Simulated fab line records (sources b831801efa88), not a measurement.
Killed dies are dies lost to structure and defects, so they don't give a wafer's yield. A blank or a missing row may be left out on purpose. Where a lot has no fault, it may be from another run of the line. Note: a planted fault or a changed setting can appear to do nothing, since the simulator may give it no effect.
Commonality check across tools    flow gf180mcu    Sample size 14 lots and 42 wafers

## REASON IT WAS OPENED
At GF_HV_LDD_TW_MEAS_38 the reading HV_LDD_3_TW is flagged on 2 of 14 lots. Wafers without a fault read 1450, standard deviation 10.
Rule: a lot gets a flag if all its wafers with a number sit over 4 standard deviations from that mean, or if no wafer of it has a number. As for the other lots, they are considered sound.

lot   measured      on            HV_LDD_3_TW, wafer by wafer  flag
L334  day 11 19:11  filmMetro-04  1453 1455 1448               
L335  day 12 00:01  filmMetro-01  1447 1453 1453               
L336  day 12 11:26  filmMetro-04  1461 1459 1469               
L338  day 13 01:26  filmMetro-01  1330 1323 1328               FLAGGED
L339  day 13 14:41  filmMetro-01  1322 1329 1326               FLAGGED
L342  day 14 13:31  filmMetro-01  1430 1426 1432               
L345  day 15 11:01  filmMetro-04  1452 1459 1465               
L349  day 16 14:55  filmMetro-03  1455 1447 1447               
L350  day 17 12:04  filmMetro-01  1441 1447 1445               
L351  day 17 20:53  filmMetro-04  1460 1452 1456               
L353  day 18 11:26  filmMetro-03  1454 1446 1446               
L354  day 18 16:44  filmMetro-01  1442 1429 1438               
L355  day 19 05:55  filmMetro-04  1462 1460 1464               
L356  day 19 09:05  filmMetro-01  1440 1441 1438               
On average the flagged lots' numbers are 1326, which is -124 against the usual, or -12 standard deviations.

## EACH LOT AND THE TOOL IT RAN ON
The record holds 3 process steps before the reading, out of a route of 602 steps. Cell contents, in order: the tool; ch with the chambers the sampled wafers went through; the start.
lot   flag     GF_HV_LDD_STRIP_22                   GF_HV_LDD_IMPLANT_35             GF_HV_LDD_STRIP_37
L334           plasmaAsher-04 ch 0,1, day 11 00:25  implanter-02 ch 0, day 11 18:48  plasmaAsher-02 ch 0,1, day 11 19:04
L335           plasmaAsher-01 ch 1, day 11 04:46    implanter-03 ch 0, day 11 23:37  plasmaAsher-04 ch 0,1, day 11 23:55
L336           plasmaAsher-01 ch 0,1, day 11 15:40  implanter-01 ch 0, day 12 11:03  plasmaAsher-04 ch 0, day 12 11:19
L338  FLAGGED  plasmaAsher-01 ch 0,1, day 12 05:28  implanter-03, day 13 01:04       plasmaAsher-04 ch 0,1, day 13 01:21
L339  FLAGGED  plasmaAsher-04 ch 0,1, day 12 17:55  implanter-03, day 13 14:17       plasmaAsher-01 ch 0,1, day 13 14:35
L342           plasmaAsher-02 ch 0,1, day 13 16:01  implanter-03 ch 0, day 14 13:07  plasmaAsher-04 ch 0,1, day 14 13:25
L345           plasmaAsher-02 ch 1, day 14 12:23    implanter-03 ch 0, day 15 10:37  plasmaAsher-02 ch 0,1, day 15 10:55
L349           plasmaAsher-04 ch 0,1, day 15 15:34  implanter-01 ch 0, day 16 14:31  plasmaAsher-02 ch 0,1, day 16 14:49
L350           plasmaAsher-02 ch 0,1, day 16 12:34  implanter-03 ch 0, day 17 11:40  plasmaAsher-02 ch 0,1, day 17 11:58
L351           plasmaAsher-02 ch 0,1, day 16 21:37  implanter-03 ch 0, day 17 20:29  plasmaAsher-01 ch 0,1, day 17 20:47
L353           plasmaAsher-01 ch 0,1, day 17 11:43  implanter-03 ch 0, day 18 11:02  plasmaAsher-02 ch 0,1, day 18 11:20
L354           plasmaAsher-02 ch 0,1, day 17 16:43  implanter-02 ch 0, day 18 16:20  plasmaAsher-01 ch 0,1, day 18 16:38
L355           plasmaAsher-01 ch 0,1, day 18 05:08  implanter-01 ch 0, day 19 05:31  plasmaAsher-02 ch 0,1, day 19 05:49
L356           plasmaAsher-01 ch 0,1, day 18 08:56  implanter-02 ch 0, day 19 08:42  plasmaAsher-04 ch 0,1, day 19 08:59
What these steps do:
- GF_HV_LDD_STRIP_22: strips in O2/N2.
- GF_HV_LDD_IMPLANT_35
- GF_HV_LDD_STRIP_37: strips in O2/N2.
- GF_HV_LDD_TW_MEAS_38

## FLAGGED OVER TOTAL, TOOL BY TOOL (the gauges that took the reading come last)
step                  tool            lots run  flagged  share of the flagged lots  sound lots run after its first flagged lot
GF_HV_LDD_STRIP_22    plasmaAsher-01  6         1        some                       3 (L353,L355,L356)
GF_HV_LDD_STRIP_22    plasmaAsher-02  5         0        none                       -
GF_HV_LDD_STRIP_22    plasmaAsher-04  3         1        some                       1 (L349)
GF_HV_LDD_IMPLANT_35  implanter-01    3         0        none                       -
GF_HV_LDD_IMPLANT_35  implanter-02    3         0        none                       -
GF_HV_LDD_IMPLANT_35  implanter-03    8         2        all                        5 (L342,L345,L350,L351,L353)
GF_HV_LDD_STRIP_37    plasmaAsher-01  3         1        some                       2 (L351,L354)
GF_HV_LDD_STRIP_37    plasmaAsher-02  6         0        none                       -
GF_HV_LDD_STRIP_37    plasmaAsher-04  5         1        some                       2 (L342,L356)
GF_HV_LDD_TW_MEAS_38  filmMetro-01    7         2        all                        4 (L342,L350,L354,L356)
GF_HV_LDD_TW_MEAS_38  filmMetro-03    2         0        none                       -
GF_HV_LDD_TW_MEAS_38  filmMetro-04    5         0        none                       -

## WHAT THE TABLE ALLOWS
In 2 table rows, all flagged lots were run: implanter-03 (GF_HV_LDD_IMPLANT_35), filmMetro-01 (GF_HV_LDD_TW_MEAS_38).
- implanter-03 at GF_HV_LDD_IMPLANT_35 ran 8 lots, 2 of them flagged. Sound lots ran on it after the first flagged one (L342, L345, L350, L351, L353), which a lasting fault on the whole tool wouldn't allow. On the flagged lots its readings are blank where sound lots have values: beamEnergyKeV, beamOnS, doseIonsCm2, endStationPressureTorr.
- filmMetro-01 at GF_HV_LDD_TW_MEAS_38 ran 7 lots, 2 of them flagged. Sound lots ran on it after the first flagged one (L342, L350, L354, L356), which a lasting fault on the whole tool wouldn't allow.
No row of the table ran every flagged lot and no sound lot after the first.

## WHAT THE SIMULATOR HAD PUT IN
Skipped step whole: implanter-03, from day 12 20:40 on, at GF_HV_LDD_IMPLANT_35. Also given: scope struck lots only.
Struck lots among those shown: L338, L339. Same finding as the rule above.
